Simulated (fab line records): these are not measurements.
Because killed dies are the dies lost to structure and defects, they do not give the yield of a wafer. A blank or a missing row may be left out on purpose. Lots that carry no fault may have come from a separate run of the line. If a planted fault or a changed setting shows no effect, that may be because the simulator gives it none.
A single fault, viewed from 2 desks -- flow sky130 -- numbers are kept per desk, each desk with only its own; the story behind them comes last

== AT THE TOOL OWNER'S DESK: pvd-sputter-02 ==
At SKY_LOCAL_INTERCONNECT_SPUTTER_00 (material TiN, target thk 100 nm, time 83.3 s) the tool's own readings: per lot run on this tool, the mean of the sampled wafers that have a number. A lot is out of limits, marked OUT, if its mean lies more than 4 standard deviations from the usual mean; the brackets give that distance.
Columns: A = throttle-valve-pct at SKY_LOCAL_INTERCONNECT_SPUTTER_00, usual 30.0 %
lot,first seen here,A
L213,day 28 22:51,31.7
L222,day 32 13:32,30.6
L223,day 32 20:19,31.4
L232,day 36 15:10,30.2
Result from this desk: across the 4 lots, nothing is out of limits.

== AT THE METROLOGY DESK ==
What the gauges read, lot by lot, whatever tool the lot ran on: means of the sampled wafers that have a number. A lot is out of limits, marked OUT, if its mean lies more than 4 standard deviations from the usual mean; the brackets give that distance.
Columns: A = LI_CONTACT_HDPCVD_THK at SKY_LI_CONTACT_THK_MEAS_01, usual 932 nm; B = LI_CONTACT_BOW at SKY_LI_CONTACT_BOW_MEAS_03, usual 53 um; C = LOCAL_INTERCONNECT_TIN_RS at SKY_LOCAL_INTERCONNECT_RS_MEAS_01, usual 14.09 ohm/sq; D = LOCAL_INTERCONNECT_TIN_THK at SKY_LOCAL_INTERCONNECT_THK_MEAS_02, usual 98.4 nm; E = LOCAL_INTERCONNECT_OVL at SKY_LOCAL_INTERCONNECT_OVL_MEAS_12, usual 1 nm
lot,first seen here,A,B,C,D,E
L213,day 27 15:55,930,51,14.21,98.2,5
L214,day 28 11:30,929,56,14.25,97.6,3
L216,day 29 13:04,927,59,14.05,99.3,2
L222,day 31 08:26,932,51,12.85 (-8.8) OUT,109.6 (+10) OUT,5
L223,day 31 14:47,932,46,11.44 (-19) OUT,122.3 (+22) OUT,3
L224,day 31 16:34,935,63,13.91,99.0,-1
L227,day 32 17:46,931,58,14.03,99.4,5
L228,day 33 07:35,932,53,13.87,99.8,-4
L232,day 35 11:31,929,51,14.05,99.4,3
L233,day 35 13:07,915,53,14.00,99.6,-6
L235,day 35 17:42,937,55,13.95,99.8,1
Finding of this desk: L222, L223 out of limits, first seen on L222 at day 32 13:36 (LOCAL_INTERCONNECT_TIN_RS at SKY_LOCAL_INTERCONNECT_RS_MEAS_01). In limits: L213, L214, L216, L224, L227, L228, L232, L233, L235.

== TAKEN TOGETHER ==
An alarm was possible from the metrology desk at day 32 13:36, on L222, L223.
The tool owner's desk saw nothing out of limits.
The tool owner's desk has L222, L223 on record, within its limits.
On pvd-sputter-02, each named lot ran SKY_LOCAL_INTERCONNECT_SPUTTER_00.

== WHAT HAD BEEN PUT IN BY THE SIMULATOR ==
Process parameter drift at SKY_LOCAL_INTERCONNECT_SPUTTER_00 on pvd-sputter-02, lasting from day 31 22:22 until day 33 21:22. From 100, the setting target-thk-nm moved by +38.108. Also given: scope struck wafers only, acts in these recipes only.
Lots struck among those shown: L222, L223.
Time in hours between the start of the fault and the first out-of-limits reading at each desk: metrology desk, 15.
